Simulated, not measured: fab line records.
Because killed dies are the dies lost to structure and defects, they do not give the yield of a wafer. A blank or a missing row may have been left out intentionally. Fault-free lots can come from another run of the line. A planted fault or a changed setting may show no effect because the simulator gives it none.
Matching of chambers    flow gf180mcu    GF_STI_CMP_25 on cmp-01 has 3 sister chambers
The step polishes, stops on Si3N4, t overpolish 33 s, target thk 524.6 nm. 3 wafers are shown with their chamber, then 4 later ones without.

WAFERS, EACH WITH ITS CHAMBER
wafer   chamber  motor_current_A (A)
L852.4  2        12.3
L853.2  1        10.8
L853.6  0        12.2

WAFERS WITH NO CHAMBER GIVEN
wafer   motor_current_A (A)
L855.6  11.3
L856.4  11.6
L859.1  11.9
L859.2  10.7

THE CHAMBER EACH PASSED THROUGH
wafer   from the rows above           in truth
L855.6  can't be placed: 1 or 0 or 2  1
L856.4  can't be placed: 0 or 2 or 1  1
L859.1  can't be placed: 0 or 2 or 1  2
L859.2  1                             1
Correct placement for 1 of the 4. These rows do not allow placing 3 (true chamber among the candidates in 3). Placed wrongly: 0.
How it was worked out, from the rows above alone: a wafer's distance from a chamber is the root of the sum, over the readings, of the square of ((its reading less the chamber's mean) divided by the reading's scatter). The wafer belongs to the nearest chamber; if the next one is less than 2 further off, it can't be placed. Each chamber's mean is taken over the wafers shown for it. The scatter: with one shown wafer a chamber, the root of the mean of the squares of how far each hidden wafer lies from its nearest shown one.
